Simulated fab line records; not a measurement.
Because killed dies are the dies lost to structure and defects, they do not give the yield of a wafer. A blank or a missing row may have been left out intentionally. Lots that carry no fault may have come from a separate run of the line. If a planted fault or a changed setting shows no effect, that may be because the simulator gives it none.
8D (eight disciplines) problem report, filled in by code || flow sky130 || the parts of the form that need people (team, actions taken, sign-off) are left out

## 1. THE PROBLEM
Wafers free of any fault read 1174 nm (standard deviation 11) for VIA2_HDPCVD_THK at SKY_VIA2_THK_MEAS_01, against a mean of 1762 nm on 3 wafers of 2 lots. That puts it +53 standard deviations away from the usual mean.
Earliest sighting: wafer L914.5 on film_metro-02 at day 36 03:02. The record has a number at this step for 36 wafers belonging to 12 lots. Rule for "out", or "out of limits": more than 4 standard deviations from the usual mean. The rest of the wafers with a number are treated as sound.

## 2. WHAT THIS IS AND IS NOT
{"question": "which readings at this step", "is": "VIA2_HDPCVD_THK", "is not": "-"}
{"question": "which lots", "is": "L914, L917", "is not": "L911, L912, L913, L925, L926, L927, L928, L931, L932, L933"}
{"question": "which wafers of those lots", "is": "L914.5, L914.6, L917.5", "is not": "L914.2, L917.1, L917.3"}
{"question": "read on which gauges", "is": "film_metro-01, film_metro-02", "is not": "film_metro-04"}
{"question": "when", "is": "from day 36 03:02", "is not": "up to then (10 sound wafers); but 23 sound wafers of L917, L925, L926, L927, L928, L931, L932, L933 came after"}

## 3. SUSPECTS, AND WHAT RULES EACH OUT
Counting: if a tool at a process step up to the reading ran every lot that is out, it stays a suspect. Sound lots after the first of them don't rule it out here, since some wafers of a struck lot are sound.
- ruled out: the gauge at SKY_VIA2_THK_MEAS_01. 2 gauges (film_metro-01, film_metro-02) read the wafers that are out.
- hdpcvd-02 at SKY_VIA2_HDPCVD_00 (deposits SiO2, target thk 1180 nm, time 196.7 s): kept. Ran every lot that is out, first one L914 (day 36 02:54); last sound lot up to then L913 (day 35 22:37).
After counting, what remains is hdpcvd-02 at SKY_VIA2_HDPCVD_00.

## 4. THE CAUSE (what the simulator had put in)
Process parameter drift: hdpcvd-02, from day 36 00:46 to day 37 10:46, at SKY_VIA2_HDPCVD_00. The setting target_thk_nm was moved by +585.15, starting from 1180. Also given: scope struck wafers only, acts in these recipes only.
Only this tool survived the counting.

## 5. THE EFFECT CHAIN, in route order
Each row: a reading whose mean over the struck wafers that have a number lies more than 3 standard deviations from the usual. Readings are gone through only where the record gives a usual standard deviation; hours: the median, over the lots, of the time from a lot's start at the first step in this table giving one to that lot's start at this step; sigmas: the change measured in usual standard deviations.
{"hours": 0, "step": "SKY_VIA2_THK_MEAS_01", "reading": "VIA2_HDPCVD_THK", "usual": "1174 nm", "on struck wafers": 1762, "change": "+588", "sigmas": "+53"}
Later steps that measure or inspect, where all struck wafers having a row at the step show a number for every such reading and not one has moved that far: SKY_VIA2_CD_MEAS_12, SKY_VIA2_THK_MEAS_23.

## 6. WHAT WOULD HAVE CAUGHT IT SOONER
Counted from the fault's start at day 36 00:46, it took 2 hours until the first out-of-limits reading at a measuring or inspecting step in this record, taken at day 36 03:02.
Of the tool readings at SKY_VIA2_HDPCVD_00 for which the record gives a usual standard deviation, none was out on any struck wafer, so an alarm limit of 4 standard deviations on them would not have fired.
Of the lots that are out (2), L917 began SKY_VIA2_HDPCVD_00 on hdpcvd-02 after day 36 03:02. A hold on the tool at that time would have spared it.
